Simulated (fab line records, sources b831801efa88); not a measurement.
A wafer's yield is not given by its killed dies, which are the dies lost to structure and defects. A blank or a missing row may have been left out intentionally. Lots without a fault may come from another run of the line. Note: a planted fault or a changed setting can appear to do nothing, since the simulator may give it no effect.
Which tool did it? / flow gf180mcu / Sampling: 11 lots, 33 wafers, 5 of 602 route steps

== WHAT THE GAUGES READ, wafer by wafer ==
GF_M4_RS_MEAS_05: the measuring method here is four-point-probe. Usual: M4_ALCU_RS 0.0697 ohm/sq, standard deviation 0.00077.
lot=L782; measured=day 23 03:53; on=film_metro-04; M4_ALCU_RS (ohm/sq)=0.0700 0.0698 0.0694; flag=
lot=L783; measured=day 23 11:43; on=film_metro-03; M4_ALCU_RS (ohm/sq)=0.0691 0.0691 0.0696; flag=
lot=L785; measured=day 24 05:11; on=film_metro-04; M4_ALCU_RS (ohm/sq)=0.0700 0.0711 0.0698; flag=
lot=L786; measured=day 24 12:20; on=film_metro-01; M4_ALCU_RS (ohm/sq)=0.0703 0.0694 0.0704; flag=
lot=L788; measured=day 25 08:13; on=film_metro-04; M4_ALCU_RS (ohm/sq)=0.0701 0.0706 0.0712; flag=
lot=L790; measured=day 26 06:49; on=film_metro-03; M4_ALCU_RS (ohm/sq)=0.0693 0.0701 0.0697; flag=
lot=L791; measured=day 26 11:54; on=film_metro-04; M4_ALCU_RS (ohm/sq)=0.0695 0.0695 0.0691; flag=
lot=L792; measured=day 26 19:15; on=film_metro-03; M4_ALCU_RS (ohm/sq)=0.0699 0.0699 0.0695; flag=
lot=L799; measured=day 28 16:38; on=film_metro-01; M4_ALCU_RS (ohm/sq)=0.0690 0.0700 0.0695; flag=
lot=L802; measured=day 29 20:34; on=film_metro-04; M4_ALCU_RS (ohm/sq)=0.0705 0.0718 0.0703; flag=
lot=L803; measured=day 30 03:28; on=film_metro-03; M4_ALCU_RS (ohm/sq)=0.0702 0.0714 0.0712; flag=

GF_M4_THK_MEAS_06: measures by xrf. Usual: M4_ALCU_THK 447 nm, standard deviation 4.7.
lot=L782; measured=day 23 03:59; on=film_metro-04; M4_ALCU_THK (nm)=446 449 449; flag=
lot=L783; measured=day 23 11:49; on=film_metro-03; M4_ALCU_THK (nm)=451 451 448; flag=
lot=L785; measured=day 24 05:17; on=film_metro-04; M4_ALCU_THK (nm)=448 444 452; flag=
lot=L786; measured=day 24 12:26; on=film_metro-01; M4_ALCU_THK (nm)=440 446 439; flag=
lot=L788; measured=day 25 08:19; on=film_metro-04; M4_ALCU_THK (nm)=447 445 442; flag=
lot=L790; measured=day 26 06:54; on=film_metro-03; M4_ALCU_THK (nm)=452 447 451; flag=
lot=L791; measured=day 26 12:01; on=film_metro-04; M4_ALCU_THK (nm)=450 450 449; flag=
lot=L792; measured=day 26 19:22; on=film_metro-03; M4_ALCU_THK (nm)=448 451 451; flag=
lot=L799; measured=day 28 16:46; on=film_metro-01; M4_ALCU_THK (nm)=447 441 406; flag=OFF
lot=L802; measured=day 29 20:40; on=film_metro-04; M4_ALCU_THK (nm)=449 441 451; flag=
lot=L803; measured=day 30 03:35; on=film_metro-03; M4_ALCU_THK (nm)=450 440 440; flag=

== EACH LOT AND THE TOOL THAT RAN IT (in order: tool; ch and the chambers of the sampled wafers; start) ==
lot=L782; GF_V3_ETCH_16=rie_diel-02 ch 0,1,3, day 23 02:17; GF_V3_SPUTTER_22=pvd_sputter-03, day 23 03:00; GF_M4_SPUTTER_04=pvd_sputter-02, day 23 03:49
lot=L783; GF_V3_ETCH_16=rie_diel-01 ch 2,3, day 23 09:57; GF_V3_SPUTTER_22=pvd_sputter-02, day 23 10:43; GF_M4_SPUTTER_04=pvd_sputter-04, day 23 11:38
lot=L785; GF_V3_ETCH_16=rie_diel-01 ch 0,1,3, day 24 03:33; GF_V3_SPUTTER_22=pvd_sputter-03, day 24 04:19; GF_M4_SPUTTER_04=pvd_sputter-03, day 24 05:07
lot=L786; GF_V3_ETCH_16=rie_diel-03 ch 0,1,2, day 24 10:44; GF_V3_SPUTTER_22=pvd_sputter-01, day 24 11:27; GF_M4_SPUTTER_04=pvd_sputter-02, day 24 12:16
lot=L788; GF_V3_ETCH_16=rie_diel-02 ch 1,2, day 25 06:36; GF_V3_SPUTTER_22=pvd_sputter-02, day 25 07:19; GF_M4_SPUTTER_04=pvd_sputter-03, day 25 08:08
lot=L790; GF_V3_ETCH_16=rie_diel-02 ch 0,3, day 26 05:11; GF_V3_SPUTTER_22=pvd_sputter-02, day 26 05:54; GF_M4_SPUTTER_04=pvd_sputter-04, day 26 06:43
lot=L791; GF_V3_ETCH_16=rie_diel-01 ch 1,2, day 26 10:18; GF_V3_SPUTTER_22=pvd_sputter-02, day 26 11:03; GF_M4_SPUTTER_04=pvd_sputter-03, day 26 11:52
lot=L792; GF_V3_ETCH_16=rie_diel-03 ch 1,2,3, day 26 17:41; GF_V3_SPUTTER_22=pvd_sputter-01, day 26 18:24; GF_M4_SPUTTER_04=pvd_sputter-03, day 26 19:13
lot=L799; GF_V3_ETCH_16=rie_diel-01 ch 1,2, day 28 15:02; GF_V3_SPUTTER_22=pvd_sputter-02, day 28 15:47; GF_M4_SPUTTER_04=pvd_sputter-03, day 28 16:36
lot=L802; GF_V3_ETCH_16=rie_diel-02 ch 0,2,3, day 29 18:58; GF_V3_SPUTTER_22=pvd_sputter-01, day 29 19:41; GF_M4_SPUTTER_04=pvd_sputter-04, day 29 20:30
lot=L803; GF_V3_ETCH_16=rie_diel-01 ch 0,1,3, day 30 01:50; GF_V3_SPUTTER_22=pvd_sputter-03, day 30 02:37; GF_M4_SPUTTER_04=pvd_sputter-02, day 30 03:25
- GF_V3_ETCH_16: etches BARC in N2/H2.
- GF_V3_SPUTTER_22: material TiN, target thk 10 nm, time 40 s.
- GF_M4_SPUTTER_04: material TiN, target thk 50 nm, time 41.7 s.

== WHAT THE TOOLS THEMSELVES READ (means of the sampled wafers that have a number; where no wafer has one, the mark that the record gives instead) ==
GF_V3_ETCH_16. Usual: drypump_motor_current_A 5.8 A, standard deviation 0.59; oes_product_au 0.855 a.u., standard deviation 0.0045; throttle_valve_pct 13.224 %, standard deviation 0.0077.
lot=L782; tool=rie_diel-02; drypump_motor_current_A (A)=6.0; oes_product_au (a.u.)=0.854; throttle_valve_pct (%)=13.224; flag=
lot=L783; tool=rie_diel-01; drypump_motor_current_A (A)=5.0; oes_product_au (a.u.)=0.857; throttle_valve_pct (%)=13.230; flag=
lot=L785; tool=rie_diel-01; drypump_motor_current_A (A)=5.8; oes_product_au (a.u.)=0.853; throttle_valve_pct (%)=13.224; flag=
lot=L786; tool=rie_diel-03; drypump_motor_current_A (A)=5.9; oes_product_au (a.u.)=0.851; throttle_valve_pct (%)=13.224; flag=
lot=L788; tool=rie_diel-02; drypump_motor_current_A (A)=6.0; oes_product_au (a.u.)=0.854; throttle_valve_pct (%)=13.225; flag=
lot=L790; tool=rie_diel-02; drypump_motor_current_A (A)=6.4; oes_product_au (a.u.)=0.856; throttle_valve_pct (%)=13.223; flag=
lot=L791; tool=rie_diel-01; drypump_motor_current_A (A)=5.3; oes_product_au (a.u.)=0.856; throttle_valve_pct (%)=13.226; flag=
lot=L792; tool=rie_diel-03; drypump_motor_current_A (A)=5.6; oes_product_au (a.u.)=0.856; throttle_valve_pct (%)=13.220; flag=
lot=L799; tool=rie_diel-01; drypump_motor_current_A (A)=5.2; oes_product_au (a.u.)=0.855; throttle_valve_pct (%)=13.222; flag=
lot=L802; tool=rie_diel-02; drypump_motor_current_A (A)=6.3; oes_product_au (a.u.)=0.859; throttle_valve_pct (%)=13.227; flag=
lot=L803; tool=rie_diel-01; drypump_motor_current_A (A)=5.8; oes_product_au (a.u.)=0.858; throttle_valve_pct (%)=13.233; flag=

GF_V3_SPUTTER_22. Usual: throttle_valve_pct at 30.2 %, with a standard deviation of 1.1.
lot=L782; tool=pvd_sputter-03; throttle_valve_pct (%)=29.1; flag=
lot=L783; tool=pvd_sputter-02; throttle_valve_pct (%)=29.9; flag=
lot=L785; tool=pvd_sputter-03; throttle_valve_pct (%)=30.5; flag=
lot=L786; tool=pvd_sputter-01; throttle_valve_pct (%)=29.5; flag=
lot=L788; tool=pvd_sputter-02; throttle_valve_pct (%)=30.7; flag=
lot=L790; tool=pvd_sputter-02; throttle_valve_pct (%)=30.1; flag=
lot=L791; tool=pvd_sputter-02; throttle_valve_pct (%)=30.3; flag=
lot=L792; tool=pvd_sputter-01; throttle_valve_pct (%)=29.8; flag=
lot=L799; tool=pvd_sputter-02; throttle_valve_pct (%)=30.6; flag=
lot=L802; tool=pvd_sputter-01; throttle_valve_pct (%)=28.5; flag=
lot=L803; tool=pvd_sputter-03; throttle_valve_pct (%)=30.1; flag=

GF_M4_SPUTTER_04. Usual: throttle_valve_pct at 30.3 %, with a standard deviation of 1.
lot=L782; tool=pvd_sputter-02; throttle_valve_pct (%)=30.8; flag=
lot=L783; tool=pvd_sputter-04; throttle_valve_pct (%)=29.9; flag=
lot=L785; tool=pvd_sputter-03; throttle_valve_pct (%)=30.4; flag=
lot=L786; tool=pvd_sputter-02; throttle_valve_pct (%)=30.7; flag=
lot=L788; tool=pvd_sputter-03; throttle_valve_pct (%)=30.6; flag=
lot=L790; tool=pvd_sputter-04; throttle_valve_pct (%)=30.0; flag=
lot=L791; tool=pvd_sputter-03; throttle_valve_pct (%)=30.2; flag=
lot=L792; tool=pvd_sputter-03; throttle_valve_pct (%)=30.9; flag=
lot=L799; tool=pvd_sputter-03; throttle_valve_pct (%)=30.7; flag=
lot=L802; tool=pvd_sputter-04; throttle_valve_pct (%)=30.0; flag=
lot=L803; tool=pvd_sputter-02; throttle_valve_pct (%)=29.8; flag=

== THE ANSWER, worked out from the rows above alone ==
Rule: take the mean of a lot's wafers that have a number; if it is more than 3 standard deviations from the usual mean, the lot is off. Also off: a lot with no number at a reading for which 4 or more lots have one. Where the step has rows for the other lots, those lots are counted as sound. The gauges are gone through in route order, then the tools' own readings, and for those a lot's mean is taken as printed above. The first step at which some lot is off is used, and at that step the reading that is off furthest; a lot without a number counts as furthest.
Off: L799, at GF_M4_THK_MEAS_06 (M4_ALCU_THK).
A tool fits if, at a process step before that reading, it ran every lot that is off, and no sound lot after the first of them. Those tools and the gauges at GF_M4_THK_MEAS_06 are tried in the same way. Can't be told from this: 3 tools fit, pvd_sputter-02 at GF_V3_SPUTTER_22, pvd_sputter-03 at GF_M4_SPUTTER_04, film_metro-01 at GF_M4_THK_MEAS_06.

== WHAT HAD BEEN PUT IN BY THE SIMULATOR ==
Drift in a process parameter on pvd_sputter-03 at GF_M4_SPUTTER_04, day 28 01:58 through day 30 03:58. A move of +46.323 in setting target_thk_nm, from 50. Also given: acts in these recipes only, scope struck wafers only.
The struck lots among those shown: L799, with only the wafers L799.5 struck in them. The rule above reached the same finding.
